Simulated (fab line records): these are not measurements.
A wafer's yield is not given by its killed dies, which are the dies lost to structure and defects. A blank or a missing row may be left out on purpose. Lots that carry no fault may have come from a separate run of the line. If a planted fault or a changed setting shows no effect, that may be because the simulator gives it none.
Which tool was responsible? || flow sky130 || Sampling: 13 lots, 39 wafers, 5 of 708 route steps

== WHAT EACH GAUGE READ, for each wafer ==
SKY_LDD_N_OVL_MEAS_07.
{"lot": "L849", "measured": "day 18 04:41", "on": "overlay-02", "LDD_N_OVL (nm)": "0.9 2.1 1.0"}
{"lot": "L848", "measured": "day 18 05:35", "on": "overlay-01", "LDD_N_OVL (nm)": "-1.7 0.8 -0.4"}
{"lot": "L853", "measured": "day 19 12:50", "on": "overlay-01", "LDD_N_OVL (nm)": "2.5 2.3 3.4"}
{"lot": "L855", "measured": "day 21 02:03", "on": "overlay-02", "LDD_N_OVL (nm)": "-2.0 -1.1 -3.6"}
{"lot": "L857", "measured": "day 22 00:30", "on": "overlay-01", "LDD_N_OVL (nm)": "1.3 1.9 2.4"}
{"lot": "L858", "measured": "day 22 05:26", "on": "overlay-02", "LDD_N_OVL (nm)": "1.6 -0.5 0.5"}
{"lot": "L860", "measured": "day 22 08:41", "on": "overlay-01", "LDD_N_OVL (nm)": "2.3 1.6 2.3"}
{"lot": "L863", "measured": "day 23 19:32", "on": "overlay-01", "LDD_N_OVL (nm)": "-2.1 1.3 -0.5"}
{"lot": "L864", "measured": "day 23 20:43", "on": "overlay-01", "LDD_N_OVL (nm)": "3.3 3.3 3.8"}
{"lot": "L867", "measured": "day 24 13:42", "on": "overlay-02", "LDD_N_OVL (nm)": "2.5 1.4 0.9"}
{"lot": "L868", "measured": "day 25 03:05", "on": "overlay-01", "LDD_N_OVL (nm)": "0.2 -0.2 0.9"}
{"lot": "L869", "measured": "day 25 11:32", "on": "overlay-02", "LDD_N_OVL (nm)": "-0.2 -1.0 0.2"}
{"lot": "L871", "measured": "day 25 18:05", "on": "overlay-02", "LDD_N_OVL (nm)": "-0.2 0.4 0.2"}

SKY_LDD_P_OVL_MEAS_08.
{"lot": "L849", "measured": "day 19 12:26", "on": "overlay-02", "LDD_P_OVL (nm)": "4.3 4.5 4.8"}
{"lot": "L848", "measured": "day 19 14:27", "on": "overlay-02", "LDD_P_OVL (nm)": "0.0 0.2 1.6"}
{"lot": "L853", "measured": "day 20 21:09", "on": "overlay-02", "LDD_P_OVL (nm)": "2.3 0.7 0.6"}
{"lot": "L855", "measured": "day 22 09:47", "on": "overlay-02", "LDD_P_OVL (nm)": "1.5 2.5 0.8"}
{"lot": "L857", "measured": "day 23 07:50", "on": "overlay-01", "LDD_P_OVL (nm)": "4.1 6.0 5.8"}
{"lot": "L858", "measured": "day 23 13:07", "on": "overlay-01", "LDD_P_OVL (nm)": "6.2 5.7 5.2"}
{"lot": "L860", "measured": "day 23 16:24", "on": "overlay-02", "LDD_P_OVL (nm)": "3.6 4.0 2.7"}
{"lot": "L863", "measured": "day 25 01:32", "on": "overlay-01", "LDD_P_OVL (nm)": "2.9 2.2 2.0"}
{"lot": "L864", "measured": "day 25 09:14", "on": "overlay-02", "LDD_P_OVL (nm)": "0.4 1.8 2.9"}
{"lot": "L867", "measured": "day 25 20:26", "on": "overlay-02", "LDD_P_OVL (nm)": "3.2 1.3 3.4"}
{"lot": "L868", "measured": "day 26 08:20", "on": "overlay-02", "LDD_P_OVL (nm)": "-0.3 1.6 0.9"}
{"lot": "L869", "measured": "day 26 17:26", "on": "overlay-02", "LDD_P_OVL (nm)": "1.7 1.6 2.8"}
{"lot": "L871", "measured": "day 27 00:46", "on": "overlay-02", "LDD_P_OVL (nm)": "2.9 2.0 0.3"}

SKY_LDD_HVP_OVL_MEAS_07.
{"lot": "L849", "measured": "day 22 02:33", "on": "overlay-02", "LDD_HVP_OVL (nm)": "1.0 2.4 1.8"}
{"lot": "L848", "measured": "day 22 06:03", "on": "overlay-02", "LDD_HVP_OVL (nm)": "0.2 0.1 -0.9"}
{"lot": "L853", "measured": "day 23 11:37", "on": "overlay-01", "LDD_HVP_OVL (nm)": "-1.6 -0.7 -0.5"}
{"lot": "L855", "measured": "day 24 22:20", "on": "overlay-02", "LDD_HVP_OVL (nm)": "-1.2 -2.4 -2.0"}
{"lot": "L857", "measured": "day 25 18:42", "on": "overlay-02", "LDD_HVP_OVL (nm)": "1.5 0.9 0.9"}
{"lot": "L858", "measured": "day 25 23:55", "on": "overlay-02", "LDD_HVP_OVL (nm)": "0.5 1.3 0.0"}
{"lot": "L860", "measured": "day 26 03:07", "on": "overlay-02", "LDD_HVP_OVL (nm)": "0.0 -0.5 -0.1"}
{"lot": "L863", "measured": "day 27 09:59", "on": "overlay-01", "LDD_HVP_OVL (nm)": "0.7 0.3 -0.1"}
{"lot": "L864", "measured": "day 27 17:48", "on": "overlay-01", "LDD_HVP_OVL (nm)": "1.9 2.8 2.3"}
{"lot": "L867", "measured": "day 28 07:04", "on": "overlay-02", "LDD_HVP_OVL (nm)": "1.0 -0.8 0.7"}
{"lot": "L868", "measured": "day 28 17:17", "on": "overlay-01", "LDD_HVP_OVL (nm)": "2.4 1.3 1.0"}
{"lot": "L869", "measured": "day 29 03:34", "on": "overlay-01", "LDD_HVP_OVL (nm)": "1.9 2.1 1.6"}
{"lot": "L871", "measured": "day 29 10:51", "on": "overlay-02", "LDD_HVP_OVL (nm)": "-1.0 -1.5 -1.1"}

SKY_LDD_HVP_TW_MEAS_10.
{"lot": "L849", "measured": "day 22 02:50", "on": "film-metro-01", "LDD_HVP_TW": "444 442 444"}
{"lot": "L848", "measured": "day 22 06:20", "on": "film-metro-01", "LDD_HVP_TW": "445 445 444"}
{"lot": "L853", "measured": "day 23 11:54", "on": "film-metro-01", "LDD_HVP_TW": "449 448 448"}
{"lot": "L855", "measured": "day 24 22:38", "on": "film-metro-01", "LDD_HVP_TW": "445 449 446"}
{"lot": "L857", "measured": "day 25 18:59", "on": "film-metro-02", "LDD_HVP_TW": "477 476 478"}
{"lot": "L858", "measured": "day 26 00:12", "on": "film-metro-02", "LDD_HVP_TW": "455 454 454"}
{"lot": "L860", "measured": "day 26 03:24", "on": "film-metro-03", "LDD_HVP_TW": "479 481 482"}
{"lot": "L863", "measured": "day 27 10:16", "on": "film-metro-03", "LDD_HVP_TW": "464 462 465"}
{"lot": "L864", "measured": "day 27 18:05", "on": "film-metro-02", "LDD_HVP_TW": "455 455 455"}
{"lot": "L867", "measured": "day 28 07:21", "on": "film-metro-02", "LDD_HVP_TW": "455 458 452"}
{"lot": "L868", "measured": "day 28 17:35", "on": "film-metro-02", "LDD_HVP_TW": "454 455 454"}
{"lot": "L869", "measured": "day 29 03:51", "on": "film-metro-02", "LDD_HVP_TW": "456 457 454"}
{"lot": "L871", "measured": "day 29 11:08", "on": "film-metro-02", "LDD_HVP_TW": "457 455 456"}

== WHAT TOOL EACH LOT RAN ON (gives the tool, then ch and the chambers of the sampled wafers, and finally the start) ==
{"lot": "L849", "SKY_LDD_HVP_IMPLANT_08": "implanter-04 ch 0, day 22 02:35"}
{"lot": "L848", "SKY_LDD_HVP_IMPLANT_08": "implanter-04 ch 0, day 22 06:06"}
{"lot": "L853", "SKY_LDD_HVP_IMPLANT_08": "implanter-04 ch 0, day 23 11:39"}
{"lot": "L855", "SKY_LDD_HVP_IMPLANT_08": "implanter-02 ch 0, day 24 22:23"}
{"lot": "L857", "SKY_LDD_HVP_IMPLANT_08": "implanter-02 ch 0, day 25 18:44"}
{"lot": "L858", "SKY_LDD_HVP_IMPLANT_08": "implanter-01 ch 0, day 25 23:57"}
{"lot": "L860", "SKY_LDD_HVP_IMPLANT_08": "implanter-02 ch 0, day 26 03:09"}
{"lot": "L863", "SKY_LDD_HVP_IMPLANT_08": "implanter-04 ch 0, day 27 10:03"}
{"lot": "L864", "SKY_LDD_HVP_IMPLANT_08": "implanter-04 ch 0, day 27 17:51"}
{"lot": "L867", "SKY_LDD_HVP_IMPLANT_08": "implanter-01 ch 0, day 28 07:07"}
{"lot": "L868", "SKY_LDD_HVP_IMPLANT_08": "implanter-04 ch 0, day 28 17:20"}
{"lot": "L869", "SKY_LDD_HVP_IMPLANT_08": "implanter-02 ch 0, day 29 03:37"}
{"lot": "L871", "SKY_LDD_HVP_IMPLANT_08": "implanter-01 ch 0, day 29 10:53"}
- SKY_LDD_HVP_IMPLANT_08

== AS READ BY THE TOOLS THEMSELVES (means over the sampled wafers that have a number; for cases with no such wafer, the mark the record gives instead) ==
SKY_LDD_HVP_IMPLANT_08.
{"lot": "L849", "tool": "implanter-04", "beam-energy-keV": 20.003, "dose-ions-cm2": 1.7e+13, "tilt-deg (degrees)": 17.898}
{"lot": "L848", "tool": "implanter-04", "beam-energy-keV": 20.002, "dose-ions-cm2": 1.7e+13, "tilt-deg (degrees)": 17.913}
{"lot": "L853", "tool": "implanter-04", "beam-energy-keV": 20.008, "dose-ions-cm2": 1.7e+13, "tilt-deg (degrees)": 17.892}
{"lot": "L855", "tool": "implanter-02", "beam-energy-keV": 20.005, "dose-ions-cm2": 1.7e+13, "tilt-deg (degrees)": 17.888}
{"lot": "L857", "tool": "implanter-02", "beam-energy-keV": 25.275, "dose-ions-cm2": 1.7e+13, "tilt-deg (degrees)": 17.919}
{"lot": "L858", "tool": "implanter-01", "beam-energy-keV": 19.995, "dose-ions-cm2": 1.7e+13, "tilt-deg (degrees)": 17.852}
{"lot": "L860", "tool": "implanter-02", "beam-energy-keV": 25.272, "dose-ions-cm2": 1.7e+13, "tilt-deg (degrees)": 17.899}
{"lot": "L863", "tool": "implanter-04", "beam-energy-keV": 20.001, "dose-ions-cm2": 1.7e+13, "tilt-deg (degrees)": 17.916}
{"lot": "L864", "tool": "implanter-04", "beam-energy-keV": 20.008, "dose-ions-cm2": 1.7e+13, "tilt-deg (degrees)": 17.892}
{"lot": "L867", "tool": "implanter-01", "beam-energy-keV": 19.999, "dose-ions-cm2": 1.7e+13, "tilt-deg (degrees)": 17.923}
{"lot": "L868", "tool": "implanter-04", "beam-energy-keV": 19.995, "dose-ions-cm2": 1.7e+13, "tilt-deg (degrees)": 17.919}
{"lot": "L869", "tool": "implanter-02", "beam-energy-keV": 19.993, "dose-ions-cm2": 1.7e+13, "tilt-deg (degrees)": 17.907}
{"lot": "L871", "tool": "implanter-01", "beam-energy-keV": 20.003, "dose-ions-cm2": 1.7e+13, "tilt-deg (degrees)": 17.956}

== THE ANSWER, worked out from the rows above alone ==
Rule: the usual values come from the lots themselves. The widest of any qualifying gaps counts: lots, ordered by their means at a reading, are off when they make up no more than a third of the lots, leave a main group of 4 or more, and stand apart from it by 3 or more times the standard deviation of that group's means. A main group whose means are all the same, to the digits that the tables above print for the reading, isn't used. Also off: a lot with no number at a reading for which 4 or more lots have one. The other lots that the step has rows for count as sound. The gauges are gone through in route order, then the tools' own readings, and for those a lot's mean is taken as printed above. At the first step where some lot is off, the reading lying furthest off is the one used; lots without a number count as furthest.
Off at SKY_LDD_HVP_IMPLANT_08 (beam-energy-keV): L857, L860. The main group has a mean of 20.001 with a standard deviation of 0.0049.
A tool fits if, at that step or a process step before it, it ran every lot that is off, and no sound lot after the first of them. No candidate that was tried fits.

== WHAT WAS PUT IN BY THE SIMULATOR ==
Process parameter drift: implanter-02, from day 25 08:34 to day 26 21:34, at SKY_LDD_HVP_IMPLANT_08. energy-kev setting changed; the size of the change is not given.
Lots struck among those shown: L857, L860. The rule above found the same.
